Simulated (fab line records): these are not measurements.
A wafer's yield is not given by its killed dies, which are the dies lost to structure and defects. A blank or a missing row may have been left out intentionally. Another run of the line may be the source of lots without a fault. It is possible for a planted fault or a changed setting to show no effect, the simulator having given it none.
fab line records	flow sky130
record: lots: 7	wafers: 21	last_day: 49
route steps=708 shown RES_XHIGH@334 SD_N@342 PAD_OPEN@708
lots that met no fault: from a run of the same line without faults
start_h: the number of hours between the record's first day and the start of the first shown wafer of the lot	wait_h: how many hours have passed since the lot's step before this one	" the same as in the row above	L1.1+2: a row that stands for several wafers	- no value present, or no start provided	* or withheld: withheld	< > ~ a bound
route shown NAME@n: a module of which the file shows steps, and the number in the route of the first	usual: mean/standard deviation of fault-free wafers	same: alike in all rows	chamber/n: place in a boat	sites: readings site by site	_std_site: standard deviation across them	_edge_site: outer sites' mean less inner sites'	radius_mm: for every site, how far away it sits from the centre of the wafer	mask NAME#n: copy n	behind: the last tool/chamber to shape the wafer	hold: why the lot was held/for how many hours/how that ended	device: which transistor (n, p or np) failed to switch	end of line: the same wafers' tests at the end of the route	step lacking rows: just its recipe	killed: dies that structure and defects cost at the first sort, which is not the same as the wafer's yield	map: the dies of a wafer, with x for killed, . for not killed, _ for no die there
set.NAME: the setting the step ran with; set.NAME@STEP: the setting that earlier step ran with	model.NAME: the simulator's own value behind a step, which no gauge read
certain route steps with their lots: each step a table, each wafer a row
services: the hour from which a tool's chamber was out of use, counted from the record's first day as start_h (under 0 if before that day), plus the number of hours and why
== steps ==
step: SKY_RES_XHIGH_COAT_02
recipe: resist: NOVOLAK	spin_rpm: 3000	resist_thk_nm: 1140
step: SKY_RES_XHIGH_SOFTBAKE_03
recipe: temp_c: 90	time_s: 60	resist: NOVOLAK
step: SKY_RES_XHIGH_EXPOSE_04
recipe: mask_id: URPM	na: 0.6	source_shape: conventional	sigma_outer: 0.6	polarization: unpolarized	target_cd_nm: 1270	dose_mj: 140
step: SKY_RES_XHIGH_PEB_05
recipe: temp_c: withheld	time_s: *	resist: NOVOLAK
step: SKY_RES_XHIGH_DEVELOP_06
recipe: resist: NOVOLAK	developer: TMAH	develop_time_s: 60	dev_temp_c: 23
step: SKY_RES_XHIGH_IMPLANT_07
recipe: species: BF2	energy_kev: 20	dose_cm2: 3.6e+14	tilt_deg: 0
step: SKY_RES_XHIGH_STRIP_08
recipe: chemistry: O2/N2	power_w: 1400	pressure_mtorr: 1500	platen_temp_c: withheld	o2_flow_sccm: 3000	n2_flow_sccm: 300	overash_fraction: 0.5
usual: drypump_motor_current_A: 5.6/0.48	oes_product_au: 0.711/0.0048	strip_time_to_endpoint_s: 14.27/0.032
lot.wafer	tool	chamber	start_h	wait_h	drypump_motor_current_A	oes_product_au	rf_hours_counter_h	strip_time_to_endpoint_s
L369.1	plasma_asher-03	0	634.66	0.1	5.4	0.710	48	14.30
L369.4	"	0	"	"	5.4	0.718	-	14.28
L369.5	"	0	"	"	5.4	0.711	-	14.29
L376.1	plasma_asher-01	1	697.11	0.1	5.2	0.715	76	14.27
L376.2	"	0	"	"	5.1	0.711	76	14.26
L376.4	"	1	"	"	5.2	0.724	-	14.29
L377.1	plasma_asher-01	1	700.87	0.1	5.2	0.712	77	14.26
L377.2	"	0	"	"	5.1	0.719	77	14.24
L377.5	"	1	"	"	5.2	0.717	-	14.28
L382.1	plasma_asher-04	1	758.14	0.1	5.9	0.716	1	14.26
L382.2	"	0	"	"	5.6	0.714	1	14.27
L382.4	"	1	"	"	5.9	0.711	-	14.26
L383.1	plasma_asher-03	0	758.44	0.1	5.4	0.713	60	14.20
L383.3	"	1	"	"	6.5	0.708	-	14.26
L383.6	"	0	"	"	5.4	0.706	-	14.25
L381.1	plasma_asher-04	1	759.16	0.1	5.9	0.710	1	14.22
L381.3	"	1	"	"	5.9	0.706	-	14.25
L381.6	"	0	"	"	5.6	0.706	-	14.24
L384.1	plasma_asher-03	1	761.52	0.1	6.5	0.711	60	14.26
L384.2	"	0	"	"	5.4	0.717	60	14.28
L384.3	"	1	"	"	6.4	0.711	-	14.28
step: SKY_RES_XHIGH_TW_MEAS_09
usual: RES_XHIGH_TW: 1639/16
lot.wafer	tool	chamber	start_h	wait_h	RES_XHIGH_TW
L369.1	film_metro-02	-	634.76	0.1	1641
L369.4	"	-	"	"	1649
L369.5	"	-	"	"	1644
L376.1	film_metro-02	-	697.21	0.1	1647
L376.2	"	-	"	"	1652
L376.4	"	-	"	"	1653
L377.1	film_metro-04	-	700.99	0.1	1640
L377.2	"	-	"	"	1639
L377.5	"	-	"	"	1650
L382.1	film_metro-02	-	758.24	0.1	1672
L382.2	"	-	"	"	1661
L382.4	"	-	"	"	1672
L383.1	film_metro-01	-	758.54	0.1	1626
L383.3	"	-	"	"	1633
L383.6	"	-	"	"	1629
L381.1	film_metro-04	-	759.26	0.1	1650
L381.3	"	-	"	"	1649
L381.6	"	-	"	"	1652
L384.1	film_metro-01	-	761.62	0.1	1613
L384.2	"	-	"	"	1626
L384.3	"	-	"	"	1616
step: SKY_SD_N_DEHYDRATE_00
recipe: temp_c: 200	time_s: 60
step: SKY_SD_N_HMDS_01
recipe: prime_time_s: 60	prime_temp_c: 120
step: SKY_SD_N_COAT_02
recipe: resist: NOVOLAK	spin_rpm: 3000	resist_thk_nm: 1140
step: SKY_SD_N_SOFTBAKE_03
recipe: temp_c: 90	time_s: 60	resist: NOVOLAK
step: SKY_SD_N_EXPOSE_04
recipe: mask_id: NSDM	na: 0.6	source_shape: conventional	sigma_outer: 0.6	polarization: unpolarized	target_cd_nm: 380	dose_mj: 141
usual: exposure_dose_mJ_cm2: 141.01/0.13	reticle_temp_C: 23.02/0.11
lot.wafer	tool	chamber	start_h	wait_h	mask	exposure_dose_mJ_cm2	reticle_temp_C
L369.1	iline_stepper-02	0	650.04	-	NSDM#0	141.02	22.89
L369.4	"	0	"	"	NSDM#0	140.77	23.15
L369.5	"	0	"	"	NSDM#0	141.14	22.91
L376.1	iline_stepper-02	0	710.45	-	NSDM#0	141.10	23.14
L376.2	"	0	"	"	NSDM#0	141.06	22.96
L376.4	"	0	"	"	NSDM#0	141.06	22.88
L377.1	iline_stepper-01	0	713.77	-	NSDM#0	141.01	23.17
L377.2	"	0	"	"	NSDM#0	140.99	23.11
L377.5	"	0	"	"	NSDM#0	140.90	23.10
L382.1	iline_stepper-02	0	771.76	-	NSDM#0	141.24	23.05
L382.2	"	0	"	"	NSDM#0	141.22	23.10
L382.4	"	0	"	"	NSDM#0	141.18	23.08
L383.1	iline_stepper-01	0	772.34	-	NSDM#0	134.29	22.94
L383.3	"	0	"	"	NSDM#0	134.37	22.92
L383.6	"	0	"	"	NSDM#0	134.18	23.09
L381.1	iline_stepper-01	0	772.81	-	NSDM#0	134.39	23.03
L381.3	"	0	"	"	NSDM#0	134.20	22.89
L381.6	"	0	"	"	NSDM#0	134.46	22.99
L384.1	iline_stepper-01	0	775.12	-	NSDM#0	134.35	22.82
L384.2	"	0	"	"	NSDM#0	134.43	23.02
L384.3	"	0	"	"	NSDM#0	134.27	22.85
step: SKY_SD_N_PEB_05
recipe: temp_c: withheld	time_s: *	resist: NOVOLAK
step: SKY_SD_N_DEVELOP_06
recipe: resist: NOVOLAK	developer: TMAH	develop_time_s: 60	dev_temp_c: 23
step: SKY_SD_N_CD_MEAS_07
recipe: target_cd_nm: 380
usual: cd_nm: 380.6/2.4
lot.wafer	tool	chamber	start_h	wait_h	cd_nm
L369.1	cd_sem-02	-	662.96	0.1	382.3
L369.4	"	-	"	"	382.3
L369.5	"	-	"	"	383.8
L376.1	cd_sem-01	-	724.11	0.1	379.5
L376.2	"	-	"	"	378.4
L376.4	"	-	"	"	379.8
L377.1	cd_sem-02	-	727.57	0.1	377.7
L377.2	"	-	"	"	375.2
L377.5	"	-	"	"	376.3
L382.1	cd_sem-02	-	784.62	0.1	379.7
L382.2	"	-	"	"	379.5
L382.4	"	-	"	"	379.1
L383.1	cd_sem-02	-	784.92	0.1	363.8
L383.3	"	-	"	"	366.3
L383.6	"	-	"	"	365.2
L381.1	cd_sem-01	-	785.99	0.1	368.2
L381.3	"	-	"	"	367.8
L381.6	"	-	"	"	367.2
L384.1	cd_sem-01	-	787.81	0.1	370.3
L384.2	"	-	"	"	368.0
L384.3	"	-	"	"	370.0
step: SKY_SD_N_OVL_MEAS_08
usual: SD_N_OVL: -1.2/1.5
lot.wafer	tool	chamber	start_h	wait_h	SD_N_OVL[nm]
L369.1	overlay-02	-	663.08	0.1	-1.2
L369.4	"	-	"	"	0.9
L369.5	"	-	"	"	-0.9
L376.1	overlay-02	-	724.23	0.1	-2.5
L376.2	"	-	"	"	-1.8
L376.4	"	-	"	"	-2.0
L377.1	overlay-02	-	727.69	0.1	-1.5
L377.2	"	-	"	"	-2.4
L377.5	"	-	"	"	-0.8
L382.1	overlay-01	-	784.74	0.1	-1.8
L382.2	"	-	"	"	-3.1
L382.4	"	-	"	"	-2.6
L383.1	overlay-01	-	785.04	0.1	-4.3
L383.3	"	-	"	"	-3.7
L383.6	"	-	"	"	-2.4
L381.1	overlay-02	-	786.11	0.1	0.8
L381.3	"	-	"	"	-0.3
L381.6	"	-	"	"	1.7
L384.1	overlay-02	-	787.93	0.1	-1.0
L384.2	"	-	"	"	-0.8
L384.3	"	-	"	"	-1.8
step: SKY_PAD_OPEN_PROBE_99
usual: killed_at_M0_to_M3: 43/6.6	killed_at_M4_up: 3.1/1.6	killed_at_contacts: 23/5.6	killed_at_front_end: 15/4.2	killed_at_other: 0.2/0.43	killed_dies: 85/9.3	killed_open: 46/6.6	killed_short: 39/6.2
same: gross_dies: 492	killed_at_back_side: 0
lot.wafer	tool	chamber	start_h	wait_h	killed_at_M0_to_M3	killed_at_M4_up	killed_at_contacts	killed_at_front_end	killed_at_other	killed_dies	killed_open	killed_short
L369.1	prober-02	-	1083.33	0.1	39	5	23	22	1	90	53	37
L369.4	prober-02	-	1083.48	0.2	48	1	23	19	0	91	63	28
L369.5	prober-02	-	1083.53	0.2	45	3	29	21	0	98	56	42
L376.1	prober-02	-	1131.02	0.1	47	2	20	8	0	77	50	27
L376.2	prober-02	-	1131.07	0.1	53	2	22	16	0	93	47	46
L376.4	prober-02	-	1131.17	0.2	47	5	27	11	0	90	42	48
L377.1	prober-02	-	1132.96	0.1	53	2	20	12	1	88	41	47
L377.2	prober-02	-	1133.01	0.1	41	6	21	10	1	79	41	38
L377.5	prober-02	-	1133.16	0.2	38	2	21	17	0	78	39	39
L382.1	prober-02	-	1170.83	0.1	42	1	23	16	0	82	38	44
L382.2	prober-02	-	1170.88	0.1	48	3	28	19	0	98	57	41
L382.4	prober-02	-	1170.98	0.2	55	3	35	16	1	110	60	50
L381.1	prober-01	-	1172.93	0.1	48	1	19	18	0	86	49	37
L381.3	prober-01	-	1173.03	0.2	39	5	28	10	1	83	43	40
L381.6	prober-01	-	1173.18	0.2	39	4	15	14	0	72	36	36
L383.1	prober-02	-	1173.15	0.1	47	2	17	19	0	85	45	40
L383.3	prober-02	-	1173.25	0.2	44	4	24	18	0	90	53	37
L383.6	prober-02	-	1173.40	0.2	40	4	26	12	0	82	43	39
L384.1	prober-01	-	1174.43	0.1	38	5	13	18	1	75	35	40
L384.2	prober-01	-	1174.48	0.1	53	5	26	19	0	103	53	50
L384.3	prober-01	-	1174.53	0.2	44	6	27	15	0	92	53	39
killed by level:class
L369.1 CONTACT:geometric_particle:open=11 VIA1:geometric_particle:open=10 FIELD_ISO:geometric_particle:open=7 POLY_CUT:geometric_particle:open=6 METAL1:geometric_particle:short=6 VIA3:geometric_particle:open=6 VIA3:geometric_particle:short=5 VIA2:geometric_particle:open=5
L369.4 VIA2:geometric_particle:open=11 VIA3:geometric_particle:open=10 LI_CONTACT:geometric_particle:open=9 VIA1:geometric_particle:open=8 POLY_GATE:geometric_particle:open=7 CONTACT:geometric_particle:open=7 METAL1:geometric_particle:short=7 VIA2:geometric_particle:short=5
L369.5 LI_CONTACT:geometric_particle:open=10 VIA1:geometric_particle:open=9 CONTACT:geometric_particle:open=8 VIA2:geometric_particle:open=7 FIELD_ISO:geometric_particle:open=6 VIA3:geometric_particle:open=6 METAL1:geometric_particle:short=6 FIELD_ISO:geometric_particle:short=4
L376.1 VIA1:geometric_particle:open=11 CONTACT:geometric_particle:open=9 LI_CONTACT:geometric_particle:open=8 METAL1:geometric_particle:short=8 VIA3:geometric_particle:open=8 METAL2:geometric_particle:short=6 VIA2:geometric_particle:open=5 POLY_GATE:geometric_particle:short=2
L376.2 VIA1:geometric_particle:open=9 CONTACT:geometric_particle:open=9 POLY_GATE:geometric_particle:short=7 VIA1:geometric_particle:short=7 METAL2:geometric_particle:short=7 VIA3:geometric_particle:open=7 LI_CONTACT:geometric_particle:open=6 VIA2:geometric_particle:open=6
L376.4 LOCAL_INTERCONNECT:geometric_particle:short=9 VIA1:geometric_particle:open=8 VIA2:geometric_particle:short=7 LI_CONTACT:geometric_particle:open=6 CONTACT:geometric_particle:open=6 VIA3:geometric_particle:open=6 VIA2:geometric_particle:open=6 FIELD_ISO:geometric_particle:open=5
L377.1 VIA2:geometric_particle:open=9 VIA1:geometric_particle:short=8 METAL2:geometric_particle:short=8 VIA1:geometric_particle:open=8 VIA3:geometric_particle:open=7 LOCAL_INTERCONNECT:geometric_particle:short=7 POLY_GATE:geometric_particle:short=5 METAL1:geometric_particle:short=5
L377.2 CONTACT:geometric_particle:open=8 VIA1:geometric_particle:open=6 VIA3:geometric_particle:open=6 VIA2:geometric_particle:open=5 METAL4:geometric_particle:short=5 METAL2:geometric_particle:short=4 LOCAL_INTERCONNECT:geometric_particle:open=4 METAL1:geometric_particle:short=4
L377.5 CONTACT:geometric_particle:open=12 VIA2:geometric_particle:open=8 VIA1:geometric_particle:open=5 CONTACT:geometric_particle:short=5 METAL2:geometric_particle:short=5 FIELD_ISO:geometric_particle:open=4 FIELD_ISO:geometric_particle:short=4 VIA3:geometric_particle:short=4
L382.1 LI_CONTACT:geometric_particle:open=8 VIA1:geometric_particle:open=7 METAL1:geometric_particle:short=6 CONTACT:geometric_particle:short=5 POLY_GATE:geometric_particle:short=5 VIA1:geometric_particle:short=5 VIA2:geometric_particle:open=5 LI_CONTACT:geometric_particle:short=4
L382.2 VIA1:geometric_particle:open=15 CONTACT:geometric_particle:open=7 VIA3:geometric_particle:open=7 CONTACT:geometric_particle:short=6 VIA2:geometric_particle:open=6 LI_CONTACT:geometric_particle:open=5 LOCAL_INTERCONNECT:geometric_particle:short=5 FIELD_ISO:geometric_particle:open=4
L382.4 CONTACT:geometric_particle:open=13 VIA1:geometric_particle:open=12 LI_CONTACT:geometric_particle:open=10 LI_CONTACT:geometric_particle:short=7 METAL2:geometric_particle:short=6 VIA2:geometric_particle:open=6 POLY_GATE:geometric_particle:open=5 POLY_GATE:geometric_particle:short=5
L381.1 VIA1:geometric_particle:open=11 VIA3:geometric_particle:open=8 METAL1:geometric_particle:short=7 LI_CONTACT:geometric_particle:open=6 CONTACT:geometric_particle:open=6 FIELD_ISO:geometric_particle:short=4 POLY_GATE:geometric_particle:open=4 METAL3:geometric_particle:short=4
L381.3 CONTACT:geometric_particle:open=10 VIA1:geometric_particle:open=9 LI_CONTACT:geometric_particle:open=6 LOCAL_INTERCONNECT:geometric_particle:short=6 VIA2:geometric_particle:open=6 POLY_GATE:geometric_particle:short=4 VIA3:geometric_particle:open=4 VIA2:geometric_particle:short=4
L383.1 VIA1:geometric_particle:open=12 VIA1:geometric_particle:short=8 FIELD_ISO:geometric_particle:short=5 CONTACT:geometric_particle:open=5 METAL1:geometric_particle:short=5 VIA2:geometric_particle:open=5 FIELD_ISO:geometric_particle:open=4 LOCAL_INTERCONNECT:geometric_particle:short=4
L381.6 VIA1:geometric_particle:open=8 METAL2:geometric_particle:short=7 VIA1:geometric_particle:short=6 FIELD_ISO:geometric_particle:open=5 SPACER:geometric_particle:short=4 LI_CONTACT:geometric_particle:open=4 LOCAL_INTERCONNECT:geometric_particle:short=4 METAL2:geometric_particle:open=4
L383.3 LI_CONTACT:geometric_particle:open=11 VIA1:geometric_particle:open=10 VIA2:geometric_particle:open=10 CONTACT:geometric_particle:open=7 VIA1:geometric_particle:short=6 FIELD_ISO:geometric_particle:open=5 FIELD_ISO:geometric_particle:short=4 LOCAL_INTERCONNECT:geometric_particle:short=4
L383.6 VIA1:geometric_particle:open=14 CONTACT:geometric_particle:open=8 VIA3:geometric_particle:open=8 LOCAL_INTERCONNECT:geometric_particle:short=7 LI_CONTACT:geometric_particle:open=5 FIELD_ISO:geometric_particle:short=4 CONTACT:geometric_particle:short=4 METAL3:geometric_particle:short=4
L384.1 FIELD_ISO:geometric_particle:short=7 VIA1:geometric_particle:open=7 METAL1:geometric_particle:short=6 METAL2:geometric_particle:short=5 VIA1:geometric_particle:short=5 VIA2:geometric_particle:open=5 LI_CONTACT:geometric_particle:open=4 CONTACT:geometric_particle:open=4
L384.2 VIA1:geometric_particle:open=14 CONTACT:geometric_particle:open=10 METAL2:geometric_particle:short=8 FIELD_ISO:geometric_particle:short=7 VIA3:geometric_particle:open=7 VIA2:geometric_particle:open=6 LI_CONTACT:geometric_particle:open=5 VIA3:geometric_particle:short=5
L384.3 CONTACT:geometric_particle:open=12 VIA1:geometric_particle:open=12 METAL2:geometric_particle:short=9 VIA3:geometric_particle:open=8 LI_CONTACT:geometric_particle:open=7 LI_CONTACT:geometric_particle:short=5 METAL4:geometric_particle:short=5 FIELD_ISO:geometric_particle:open=3
== services ==
tool	chamber	start_h	hours	kind
iline_stepper-02	-	634.15	2.8	repair
plasma_asher-01	-	653.20	4.3	repair
iline_stepper-02	-	662.57	24.4	repair
plasma_asher-03	-	662.69	1.1	repair
plasma_asher-04	-	697.66	2.4	repair
plasma_asher-03	-	715.79	4.5	repair
iline_stepper-02	-	716.65	1.7	pm
iline_stepper-01	-	723.51	4.4	pm
plasma_asher-04	-	733.75	9.0	pm
plasma_asher-04	0	733.75	9.0	vent_cycle
plasma_asher-04	1	733.75	9.0	vent_cycle
iline_stepper-01	-	738.58	1.7	pm
plasma_asher-04	0	742.75	-	clean
plasma_asher-04	1	742.75	-	clean
== key ==
first_sign: step: SKY_SD_N_EXPOSE_04	reading: exposure_dose_mJ_cm2	direction: down	sigmas: 52	usual: *	struck: *
effect: step: SKY_SD_N_CD_MEAS_07	reading: cd_nm	direction: down	sigmas: 5.6	usual: 380.6	struck: 367.4
met_at SKY_SD_N_EXPOSE_04
struck_wafers L381.1,L381.3,L381.6,L383.1,L383.3,L383.6,L384.1,L384.2,L384.3
tester_left_out L381,L383,L384
onset_between 713.77 772.34
fault: kind: process_parameter_drift	tool: iline_stepper-01	chamber: -	onset_h: 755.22	steps: SKY_SD_N_EXPOSE_04	channel: dose_mj	offset: -6.6324	shape: step	acts_in: these_recipes_only	stated: 141
tester_left_out: of these lots the tester's yield and bins aren't shown, on N5 and GAA mostly nor the transistor test; their killed dies are dies lost to structure and defects alone, not to doping, threshold or leakage, so they don't give the yield
